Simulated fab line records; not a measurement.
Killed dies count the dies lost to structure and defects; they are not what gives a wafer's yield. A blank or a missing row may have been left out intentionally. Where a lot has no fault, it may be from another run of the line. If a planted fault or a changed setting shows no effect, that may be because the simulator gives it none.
fab line records ; flow gf180mcu
record lots=5; wafers=23
route steps=602 shown V5@544 TOP_METAL@571 PASSIVATION@587
startH: start of the lot's first displayed wafer, in hours after the record's first day ; waitH: how many hours have passed since the lot's step before this one ; " unchanged from the row above ; L1.1+2: one row covering several wafers at once ; - no value, or no start was given ; * or withheld: withheld ; < > ~ a bound
route shown NAME@n: a module of which the file shows steps, and the number in the route of the first ; usual: mean/standard deviation taken from wafers without a fault ; same: alike in all rows ; chamber/n: place in a boat ; sites: each site's reading ; _std_site: standard deviation of those values ; _edge_site: the outer-site mean with the inner-site mean subtracted ; radiusMm: for every site, how far away it sits from the centre of the wafer ; mask NAME#n: copy n ; behind: the most recent tool/chamber to have shaped the wafer ; hold: the reason the lot was held/the length of the hold in hours/how it ended ; device: the n, p or np transistor that did not switch ; end of line: tests of these same wafers at the route's end ; step lacking rows: just its recipe ; killed: at the first sort, the dies lost to defects and structure; wafer yield is something else ; map: a wafer's dies, marking killed ones x, the rest . and places with no die _
set.NAME: the setting the step ran with; set.NAME@STEP: the setting that earlier step ran with ; model.NAME: the simulator's own value behind a step, which no gauge read
one table per step and one row per wafer, for lots whose settings were changed on purpose
## steps
# step GF_V5_CMP_04
# recipe material=SiO2; downForcePsi=4; platenRpm=60; padVelocityMS=0.94248
lot.wafer;tool;chamber;startH;waitH;set.leaveAboveRefNm;model.SiO2_of_V5_CVD_02.thkNm
L075.4;cmp-01;2;615.06;0.0;855;856.4
L075.3;cmp-01;3;615.06;0.0;855;856.1
L075.2;cmp-01;1;615.06;0.0;855;856.7
L075.6;cmp-01;2;615.06;0.0;855;854.6
L075.5;cmp-01;3;615.06;0.0;855;855.3
L077.2;cmp-02;0;634.12;0.0;795.7;795.4
L077.4;cmp-02;1;634.12;0.0;795.7;798.3
L077.1;cmp-02;2;634.12;0.0;855;857.2
L077.5;cmp-02;0;634.12;0.0;855;854.9
L077.6;cmp-02;1;634.12;0.0;795.7;798.2
L080.3;cmp-01;0;658.93;0.1;855;856.6
L080.2;cmp-01;1;658.93;0.1;855;855.1
L080.6;cmp-01;3;658.93;0.1;855;855.8
L084.2;cmp-02;2;691.27;0.2;824.3;825.9
L084.3;cmp-02;3;691.27;0.2;855;855.4
L084.1;cmp-02;0;691.27;0.2;855;854.1
L084.5;cmp-02;1;691.27;0.2;824.3;825.7
L084.6;cmp-02;2;691.27;0.2;824.3;826
L085.2;cmp-01;2;699.41;0.0;906.7;906.2
L085.1;cmp-01;3;699.41;0.0;906.7;906.4
L085.4;cmp-01;0;699.41;0.0;855;856.4
L085.3;cmp-01;1;699.41;0.0;855;855.2
L085.5;cmp-01;3;699.41;0.0;855;854.7
# step GF_V5_PEB_12
# recipe pebTempC=135; pebTimeS=90; resist=KrF
lot.wafer;tool;chamber;startH;waitH;set.pebTimeS
L075.2+6;lithoTrack-02;0;-;-;90
L075.3+4+5;lithoTrack-02;0;-;-;80.64
L077.1+2+4;lithoTrack-01;0;-;-;90
L077.5+6;lithoTrack-01;0;-;-;103.4
L080.2+3+6;lithoTrack-02;0;-;-;90
L084.1+2+3+5+6;lithoTrack-04;0;-;-;90
L085.1+3+4;lithoTrack-04;0;-;-;86.14
L085.2+5;lithoTrack-04;0;-;-;90
# step GF_V5_DEVELOP_13
# recipe developTimeS=60; resist=KrF; devTempC=21
# step GF_V5_CD_MEAS_14
# recipe targetCdNm=260
# usual cdNm=259.8/0.91
lot.wafer;tool;chamber;startH;waitH;set.pebTimeS@V5_PEB_12;cdNm
L075.2;cdSem-01;-;636.04;0.1;90;260.2
L075.3;cdSem-01;-;636.04;0.1;80.64;257.4
L075.4;cdSem-01;-;636.04;0.1;80.64;257.7
L075.5;cdSem-01;-;636.04;0.1;80.64;258.0
L075.6;cdSem-01;-;636.04;0.1;90;260.0
L077.1;cdSem-01;-;654.34;0.1;90;258.2
L077.2;cdSem-01;-;654.34;0.1;90;259.4
L077.4;cdSem-01;-;654.34;0.1;90;259.6
L077.5;cdSem-01;-;654.34;0.1;103.4;261.8
L077.6;cdSem-01;-;654.34;0.1;103.4;262.0
L080.2;cdSem-01;-;678.79;0.1;90;260.7
L080.3;cdSem-01;-;678.79;0.1;90;260.4
L080.6;cdSem-01;-;678.79;0.1;90;260.9
L084.1;cdSem-02;-;709.60;0.1;90;259.0
L084.2;cdSem-02;-;709.60;0.1;90;260.1
L084.3;cdSem-02;-;709.60;0.1;90;260.4
L084.5;cdSem-02;-;709.60;0.1;90;260.4
L084.6;cdSem-02;-;709.60;0.1;90;260.0
L085.1;cdSem-01;-;717.65;0.1;86.14;259.5
L085.2;cdSem-01;-;717.65;0.1;90;258.7
L085.3;cdSem-01;-;717.65;0.1;86.14;257.5
L085.4;cdSem-01;-;717.65;0.1;86.14;258.3
L085.5;cdSem-01;-;717.65;0.1;90;259.6
# step GF_V5_ETCH_16
# recipe chemistry=N2/H2; targetDepthA=withheld; overetchA=withheld; timeS=withheld; target=BARC; ionEnergyEv=200; sourceW=500; biasW=100; pressureMtorr=30; n2FlowSccm=100; h2FlowSccm=200
# step GF_V5_ETCH_17
# recipe chemistry=C4F8/O2/Ar; maskMaterial=KrF; target=SiO2; stopOn=TiN; sourceW=1500; biasW=1200; pressureMtorr=40; c4f8FlowSccm=withheld; O2_flow_sccm=6; Ar_flow_sccm=300; timeS=withheld; targetDepthA=8550
# usual oesProductAu=0.859/0.0046
lot.wafer;tool;chamber;startH;waitH;set.leaveAboveRefNm@V5_CMP_04;oesProductAu;model.V5.featureDepthNm
L075.2;rieDiel-03;0;-;-;855;0.861;856.7
L075.3;rieDiel-03;2;-;-;855;0.858;856.1
L075.4;rieDiel-03;1;-;-;855;0.859;856.4
L075.5;rieDiel-03;1;-;-;855;0.862;855.3
L075.6;rieDiel-03;2;-;-;855;0.860;854.6
L077.1;rieDiel-01;1;-;-;855;0.863;857.2
L077.2;rieDiel-01;0;-;-;795.7;0.825;795.4
L077.4;rieDiel-01;3;-;-;795.7;0.826;798.3
L077.5;rieDiel-01;0;-;-;855;0.859;854.9
L077.6;rieDiel-01;3;-;-;795.7;0.830;798.2
L080.2;rieDiel-02;2;-;-;855;0.861;855.1
L080.3;rieDiel-02;0;-;-;855;0.860;856.6
L080.6;rieDiel-02;3;-;-;855;0.854;855.8
L084.1;rieDiel-01;2;-;-;855;0.863;854.1
L084.2;rieDiel-01;1;-;-;824.3;0.835;825.9
L084.3;rieDiel-01;0;-;-;855;0.861;855.4
L084.5;rieDiel-01;0;-;-;824.3;0.848;825.7
L084.6;rieDiel-01;3;-;-;824.3;0.844;826
L085.1;rieDiel-01;0;-;-;906.7;0.891;906.4
L085.2;rieDiel-01;3;-;-;906.7;0.881;906.2
L085.3;rieDiel-01;1;-;-;855;0.854;855.2
L085.4;rieDiel-01;2;-;-;855;0.865;856.4
L085.5;rieDiel-01;3;-;-;855;0.863;854.7
# step GF_V5_CVD_23
# recipe material=W; targetThkNm=350; timeS=104.9; tempC=400; pressureTorr=40
lot.wafer;tool;chamber;startH;waitH;set.pressureTorr;model.W_of_V5_CVD_23.thkNm
L075.2;cvdW-02;1;637.02;0.0;36.93;334.8
L075.3;cvdW-02;1;637.02;0.0;36.93;333.9
L075.4;cvdW-02;0;637.02;0.0;36.93;338
L075.5;cvdW-02;1;637.02;0.0;36.93;331.4
L075.6;cvdW-02;0;637.02;0.0;36.93;333.1
L077.1;cvdW-01;0;655.31;0.0;43.4;363.3
L077.2;cvdW-01;1;655.31;0.0;43.4;368.3
L077.4;cvdW-01;1;655.31;0.0;43.4;365.6
L077.5;cvdW-01;1;655.31;0.0;43.4;364.3
L077.6;cvdW-01;0;655.31;0.0;43.4;364.5
L080.2;cvdW-01;1;679.74;0.0;40;352
L080.3;cvdW-01;1;679.74;0.0;40;348.6
L080.6;cvdW-01;0;679.74;0.0;40;344.1
L084.1;cvdW-01;1;710.55;0.0;40;346
L084.2;cvdW-01;1;710.55;0.0;40;346.4
L084.3+5;cvdW-01;1;710.55;0.0;40;343.3
L084.6;cvdW-01;1;710.55;0.0;40;346.9
L085.1;cvdW-01;1;718.64;0.0;40;346.3
L085.2;cvdW-01;1;718.64;0.0;40;349.5
L085.3;cvdW-01;1;718.64;0.0;40;349.1
L085.4;cvdW-01;1;718.64;0.0;40;349
L085.5;cvdW-01;1;718.64;0.0;40;351.1
# step GF_V5_RS_MEAS_24
# recipe thkMeasGauge=four-point-probe; reads=W_of_V5_CVD_23+TiN_of_V5_SPUTTER_22+Ti_of_V5_SPUTTER_21
# usual V5_W_RS=0.330/0.0039
lot.wafer;tool;chamber;startH;waitH;set.pressureTorr@V5_CVD_23;V5_W_RS[ohm/sq]
L075.2;filmMetro-01;-;637.15;0.1;36.93;0.342
L075.3;filmMetro-01;-;637.15;0.1;36.93;0.343
L075.4;filmMetro-01;-;637.15;0.1;36.93;0.339
L075.5;filmMetro-01;-;637.15;0.1;36.93;0.346
L075.6;filmMetro-01;-;637.15;0.1;36.93;0.344
L077.1;filmMetro-03;-;655.42;0.1;43.4;0.315
L077.2;filmMetro-03;-;655.42;0.1;43.4;0.311
L077.4;filmMetro-03;-;655.42;0.1;43.4;0.313
L077.5;filmMetro-03;-;655.42;0.1;43.4;0.314
L077.6;filmMetro-03;-;655.42;0.1;43.4;0.314
L080.2;filmMetro-01;-;679.87;0.1;40;0.326
L080.3;filmMetro-01;-;679.87;0.1;40;0.329
L080.6;filmMetro-01;-;679.87;0.1;40;0.334
L084.1;filmMetro-04;-;710.77;0.2;40;0.331
L084.2;filmMetro-04;-;710.77;0.2;40;0.331
L084.3;filmMetro-04;-;710.77;0.2;40;0.335
L084.5;filmMetro-04;-;710.77;0.2;40;0.335
L084.6;filmMetro-04;-;710.77;0.2;40;0.331
L085.1;filmMetro-03;-;718.86;0.2;40;0.331
L085.2;filmMetro-03;-;718.86;0.2;40;0.327
L085.3;filmMetro-03;-;718.86;0.2;40;0.328
L085.4;filmMetro-03;-;718.86;0.2;40;0.328
L085.5;filmMetro-03;-;718.86;0.2;40;0.326
# step GF_TOP_METAL_SPUTTER_04
# recipe material=TiN; targetThkNm=25; powerW=6500; timeS=20.8; chamberPressurePa=0.4
lot.wafer;tool;chamber;startH;waitH;set.timeS;model.TiN_of_TOP_METAL_SPUTTER_04.thkNm
L075.2;pvdSputter-02;-;637.80;0.0;17.68;21.63
L075.3;pvdSputter-02;-;637.80;0.0;20.8;25.36
L075.4;pvdSputter-02;-;637.80;0.0;20.8;25.14
L075.5;pvdSputter-02;-;637.80;0.0;17.68;21.48
L075.6;pvdSputter-02;-;637.80;0.0;17.68;21.09
L077.1+2;pvdSputter-04;-;656.09;0.0;20.8;24.69
L077.4;pvdSputter-04;-;656.09;0.0;20.8;24.21
L077.5;pvdSputter-04;-;656.09;0.0;20.8;24.84
L077.6;pvdSputter-04;-;656.09;0.0;20.8;24.56
L080.2;pvdSputter-01;-;680.53;0.0;20.8;24.95
L080.3;pvdSputter-01;-;680.53;0.0;20.8;24.94
L080.6;pvdSputter-01;-;680.53;0.0;20.8;25
L084.1;pvdSputter-02;-;711.44;0.0;20.8;24.49
L084.2;pvdSputter-02;-;711.44;0.0;22.55;26.6
L084.3;pvdSputter-02;-;711.44;0.0;22.55;27.08
L084.5;pvdSputter-02;-;711.44;0.0;20.8;24.79
L084.6;pvdSputter-02;-;711.44;0.0;22.55;26.75
L085.1;pvdSputter-01;-;719.53;0.0;20.8;24.86
L085.2;pvdSputter-01;-;719.53;0.0;23.74;28.61
L085.3;pvdSputter-01;-;719.53;0.0;20.8;25.07
L085.4;pvdSputter-01;-;719.53;0.0;23.74;28.81
L085.5;pvdSputter-01;-;719.53;0.0;20.8;25.31
# step GF_TOP_METAL_DEVELOP_13
# recipe developTimeS=60; devTempC=23
lot.wafer;tool;chamber;startH;waitH;set.developTimeS
L075.2+3+4+5+6;lithoTrack-04;0;656.73;0.1;60
L077.1+5+6;lithoTrack-04;0;675.45;0.1;67.18
L077.2+4;lithoTrack-04;0;675.45;0.1;60
L080.2+3+6;lithoTrack-04;0;698.68;0.1;60
L084.1+3+6;lithoTrack-04;0;728.85;0.1;51.32
L084.2+5;lithoTrack-04;0;728.85;0.1;60
L085.1+5;lithoTrack-01;0;736.78;0.1;60
L085.2+3+4;lithoTrack-01;0;736.78;0.1;53.92
# step GF_TOP_METAL_CD_MEAS_14
# recipe targetCdNm=440
# usual cdNm=440.5/1.9
lot.wafer;tool;chamber;startH;waitH;set.developTimeS@TOP_METAL_DEVELOP_13;cdNm
L075.2;cdSem-02;-;656.87;0.1;60;442.5
L075.3;cdSem-02;-;656.87;0.1;60;444.0
L075.4;cdSem-02;-;656.87;0.1;60;441.8
L075.5;cdSem-02;-;656.87;0.1;60;440.8
L075.6;cdSem-02;-;656.87;0.1;60;444.1
L077.1;cdSem-01;-;675.60;0.1;67.18;432.5
L077.2;cdSem-01;-;675.60;0.1;60;442.2
L077.4;cdSem-01;-;675.60;0.1;60;444.3
L077.5;cdSem-01;-;675.60;0.1;67.18;432.9
L077.6;cdSem-01;-;675.60;0.1;67.18;433.5
L080.2;cdSem-02;-;698.82;0.1;60;439.5
L080.3;cdSem-02;-;698.82;0.1;60;438.3
L080.6;cdSem-02;-;698.82;0.1;60;439.2
L084.1;cdSem-01;-;729.00;0.1;51.32;455.8
L084.2;cdSem-01;-;729.00;0.1;60;439.9
L084.3;cdSem-01;-;729.00;0.1;51.32;457.4
L084.5;cdSem-01;-;729.00;0.1;60;439.6
L084.6;cdSem-01;-;729.00;0.1;51.32;458.4
L085.1;cdSem-02;-;736.93;0.1;60;441.0
L085.2;cdSem-02;-;736.93;0.1;53.92;454.2
L085.3;cdSem-02;-;736.93;0.1;53.92;453.4
L085.4;cdSem-02;-;736.93;0.1;53.92;452.5
L085.5;cdSem-02;-;736.93;0.1;60;440.6
# step GF_PASSIVATION_CVD_00
# recipe material=SiO2; targetThkNm=1000; precursor=TEOS; tempC=400; timeS=111.95; rfW=600
lot.wafer;tool;chamber;startH;waitH;set.timeS;model.SiO2_of_PASSIVATION_CVD_00.thkNm
L075.2;pecvd-03;2;657.76;0.0;127.9;1132
L075.3;pecvd-03;0;657.76;0.0;111.95;980.8
L075.4;pecvd-03;2;657.76;0.0;127.9;1150
L075.5;pecvd-03;1;657.76;0.0;111.95;1001
L075.6;pecvd-03;0;657.76;0.0;127.9;1154
L077.1;pecvd-02;1;676.47;0.0;111.95;978.8
L077.2;pecvd-02;0;676.47;0.0;111.95;982.7
L077.4;pecvd-02;1;676.47;0.0;111.95;985.9
L077.5;pecvd-02;0;676.47;0.0;111.95;1004
L077.6;pecvd-02;2;676.47;0.0;111.95;993.2
L080.2;pecvd-02;1;700.01;0.0;111.95;991.4
L080.3;pecvd-02;0;700.01;0.0;111.95;988
L080.6;pecvd-02;0;700.01;0.0;111.95;1017
L084.1;pecvd-02;2;729.90;0.0;111.95;979.5
L084.2;pecvd-02;1;729.90;0.0;119.5;1051
L084.3;pecvd-02;0;729.90;0.0;111.95;997.1
L084.5;pecvd-02;1;729.90;0.0;111.95;990.5
L084.6;pecvd-02;2;729.90;0.0;119.5;1069
L085.1;pecvd-04;2;737.80;0.0;111.95;991.7
L085.2;pecvd-04;1;737.80;0.0;111.95;996.5
L085.3;pecvd-04;0;737.80;0.0;111.95;1004
L085.4;pecvd-04;2;737.80;0.0;111.95;1002
L085.5;pecvd-04;0;737.80;0.0;111.95;1011
# step GF_PASSIVATION_THK_MEAS_01
# recipe reads=SiO2_of_PASSIVATION_CVD_00
# usual PASSIVATION_CVD_00_THK=998/10
lot.wafer;tool;chamber;startH;waitH;set.timeS@PASSIVATION_CVD_00;PASSIVATION_CVD_00_THK[nm]
L075.2;filmMetro-03;-;657.85;0.0;127.9;1131
L075.3;filmMetro-03;-;657.85;0.0;111.95;981
L075.4;filmMetro-03;-;657.85;0.0;127.9;1149
L075.5;filmMetro-03;-;657.85;0.0;111.95;1001
L075.6;filmMetro-03;-;657.85;0.0;127.9;1153
L077.1;filmMetro-02;-;676.55;0.0;111.95;979
L077.2;filmMetro-02;-;676.55;0.0;111.95;983
L077.4;filmMetro-02;-;676.55;0.0;111.95;985
L077.5;filmMetro-02;-;676.55;0.0;111.95;1003
L077.6;filmMetro-02;-;676.55;0.0;111.95;993
L080.2;filmMetro-03;-;700.10;0.0;111.95;991
L080.3;filmMetro-03;-;700.10;0.0;111.95;988
L080.6;filmMetro-03;-;700.10;0.0;111.95;1017
L084.1;filmMetro-03;-;729.98;0.0;111.95;980
L084.2;filmMetro-03;-;729.98;0.0;119.5;1051
L084.3;filmMetro-03;-;729.98;0.0;111.95;998
L084.5;filmMetro-03;-;729.98;0.0;111.95;990
L084.6;filmMetro-03;-;729.98;0.0;119.5;1070
L085.1;filmMetro-02;-;737.88;0.0;111.95;991
L085.2;filmMetro-02;-;737.88;0.0;111.95;997
L085.3;filmMetro-02;-;737.88;0.0;111.95;1004
L085.4;filmMetro-02;-;737.88;0.0;111.95;1002
L085.5;filmMetro-02;-;737.88;0.0;111.95;1011
# step GF_PASSIVATION_HMDS_05
# recipe primeTimeS=60; primeTempC=120
lot.wafer;tool;chamber;startH;waitH;set.primeTempC
L075.2+3+4;lithoTrack-02;0;667.04;0.1;120
L075.5+6;lithoTrack-02;0;667.04;0.1;117.5
L077.1+4;lithoTrack-03;0;685.79;0.1;120
L077.2+5+6;lithoTrack-03;0;685.79;0.1;123.4
L080.2+3+6;lithoTrack-02;0;708.94;0.1;120
L084.1+2+3+5+6;lithoTrack-03;0;738.44;0.1;120
L085.1+2+4;lithoTrack-03;0;746.19;0.1;117
L085.3+5;lithoTrack-03;0;746.19;0.1;120
# step GF_PASSIVATION_COAT_06
# recipe spinRpm=2000; resistThkNm=4000
# step GF_PASSIVATION_SOFTBAKE_07
# recipe tempC=110; timeS=withheld
# step GF_PASSIVATION_PEB_09
# recipe tempC=115; timeS=withheld
# step GF_PASSIVATION_DEVELOP_10
# recipe developTimeS=60; devTempC=23
# step GF_PASSIVATION_ETCH_11
# recipe chemistry=CF4/O2; targetDepthNm=1800; stopOn=TiN; sourceW=832; biasW=150; pressureMtorr=150; cf4FlowSccm=80; O2_flow_sccm=10; timeS=400
# usual oesProductAu=0.964/0.0067
lot.wafer;tool;chamber;startH;waitH;set.timeS@PASSIVATION_CVD_00;oesProductAu;model.PASSIVATION.featureDepthNm
L075.2;rieDiel-01;0;677.22;-;127.9;1.003;1817
L075.3;rieDiel-01;3;677.22;-;111.95;0.949;1663
L075.4;rieDiel-01;1;677.22;-;127.9;1.006;1844
L075.5;rieDiel-01;3;677.22;-;111.95;0.963;1686
L075.6;rieDiel-01;0;677.22;-;127.9;1.005;1838
L077.1;rieDiel-03;2;694.99;-;111.95;0.955;1669
L077.2;rieDiel-03;3;694.99;-;111.95;0.962;1685
L077.4;rieDiel-03;0;694.99;-;111.95;0.955;1690
L077.5;rieDiel-03;3;694.99;-;111.95;0.967;1717
L077.6;rieDiel-03;0;694.99;-;111.95;0.969;1700
L080.2;rieDiel-04;2;718.37;-;111.95;0.966;1693
L080.3;rieDiel-04;3;718.37;-;111.95;0.971;1692
L080.6;rieDiel-04;2;718.37;-;111.95;0.971;1734
L084.1;rieDiel-01;2;747.37;-;111.95;0.961;1680
L084.2;rieDiel-01;3;747.37;-;119.5;0.989;1750
L084.3;rieDiel-01;0;747.37;-;111.95;0.960;1698
L084.5;rieDiel-01;2;747.37;-;111.95;0.963;1710
L084.6;rieDiel-01;3;747.37;-;119.5;0.985;1777
L085.1;rieDiel-01;1;754.02;-;111.95;0.956;1682
L085.2;rieDiel-01;2;754.02;-;111.95;0.958;1691
L085.3;rieDiel-01;0;754.02;-;111.95;0.962;1699
L085.4;rieDiel-01;3;754.02;-;111.95;0.969;1710
L085.5;rieDiel-01;2;754.02;-;111.95;0.978;1718
# step GF_PASSIVATION_STRIP_12
# recipe chemistry=O2/N2; powerW=1400; pressureMtorr=1500; platenTempC=250; o2FlowSccm=3000; n2FlowSccm=300; overashFraction=0.5
# usual oesProductAu=0.720/0.0043; stripTimeToEndpointS=34.26/0.22
lot.wafer;tool;chamber;startH;waitH;set.pressureMtorr;oesProductAu;stripTimeToEndpointS
L075.2;plasmaAsher-02;1;677.46;0.1;1354;0.703;35.54
L075.3;plasmaAsher-02;0;677.46;0.1;1354;0.704;35.26
L075.4;plasmaAsher-02;1;677.46;0.1;1354;0.706;35.58
L075.5;plasmaAsher-02;1;677.46;0.1;1354;0.700;35.45
L075.6;plasmaAsher-02;0;677.46;0.1;1354;0.708;35.70
L077.1;plasmaAsher-01;0;695.23;0.1;1611;0.738;33.81
L077.2;plasmaAsher-01;1;695.23;0.1;1611;0.737;33.29
L077.4;plasmaAsher-01;0;695.23;0.1;1611;0.730;33.81
L077.5;plasmaAsher-01;0;695.23;0.1;1611;0.731;33.17
L077.6;plasmaAsher-01;1;695.23;0.1;1611;0.724;33.83
L080.2;plasmaAsher-02;1;718.61;0.1;1500;0.716;34.43
L080.3;plasmaAsher-02;1;718.61;0.1;1500;0.723;34.32
L080.6;plasmaAsher-02;0;718.61;0.1;1500;0.726;34.52
L084.1;plasmaAsher-01;0;747.61;0.1;1707;0.732;33.34
L084.2;plasmaAsher-01;1;747.61;0.1;1707;0.731;33.19
L084.3;plasmaAsher-01;0;747.61;0.1;1707;0.727;33.73
L084.5;plasmaAsher-01;0;747.61;0.1;1707;0.738;33.31
L084.6;plasmaAsher-01;1;747.61;0.1;1707;0.733;33.30
L085.1;plasmaAsher-01;1;754.26;0.1;1560;0.731;34.12
L085.2;plasmaAsher-01;0;754.26;0.1;1560;0.726;33.76
L085.3;plasmaAsher-01;0;754.26;0.1;1560;0.724;34.37
L085.4;plasmaAsher-01;1;754.26;0.1;1560;0.720;33.71
L085.5;plasmaAsher-01;1;754.26;0.1;1560;0.735;33.84
## key
split step=GF_V5_CMP_04; setting=leaveAboveRefNm; stated=855; by=wafer
response step=GF_V5_CMP_04; reading=model.SiO2_of_V5_CVD_02.thkNm; change=+8.39; per=1%; r=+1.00
response step=GF_V5_ETCH_17; reading=oesProductAu; change=+0.00474; per=1%; r=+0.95
response step=GF_V5_ETCH_17; reading=model.V5.featureDepthNm; change=+8.39; per=1%; r=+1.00
split step=GF_V5_PEB_12; setting=pebTimeS; stated=90; by=wafer
response step=GF_V5_CD_MEAS_14; reading=cdNm; change=+0.203; per=1%; r=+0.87
split step=GF_V5_CVD_23; setting=pressureTorr; stated=40; by=lot
response step=GF_V5_CVD_23; reading=model.W_of_V5_CVD_23.thkNm; change=+1.92; per=1%; r=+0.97
response step=GF_V5_RS_MEAS_24; reading=V5_W_RS; change=-0.00182; per=1%; r=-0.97
split step=GF_TOP_METAL_SPUTTER_04; setting=timeS; stated=20.8; by=wafer
response step=GF_TOP_METAL_SPUTTER_04; reading=model.TiN_of_TOP_METAL_SPUTTER_04.thkNm; change=+0.257; per=1%; r=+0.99
split step=GF_TOP_METAL_DEVELOP_13; setting=developTimeS; stated=60; by=wafer
response step=GF_TOP_METAL_CD_MEAS_14; reading=cdNm; change=-1.11; per=1%; r=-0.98
split step=GF_PASSIVATION_CVD_00; setting=timeS; stated=111.95; by=wafer
response step=GF_PASSIVATION_CVD_00; reading=model.SiO2_of_PASSIVATION_CVD_00.thkNm; change=+10.8; per=1%; r=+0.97
response step=GF_PASSIVATION_THK_MEAS_01; reading=PASSIVATION_CVD_00_THK; change=+10.8; per=1%; r=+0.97
response step=GF_PASSIVATION_ETCH_11; reading=oesProductAu; change=+0.00345; per=1%; r=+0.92
response step=GF_PASSIVATION_ETCH_11; reading=model.PASSIVATION.featureDepthNm; change=+10.9; per=1%; r=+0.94
split step=GF_PASSIVATION_HMDS_05; setting=primeTempC; stated=120; by=wafer
response none clear
split step=GF_PASSIVATION_STRIP_12; setting=pressureMtorr; stated=1500; by=lot
response step=GF_PASSIVATION_STRIP_12; reading=oesProductAu; change=+0.00126; per=1%; r=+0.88
response step=GF_PASSIVATION_STRIP_12; reading=stripTimeToEndpointS; change=*; per=1%; r=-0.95
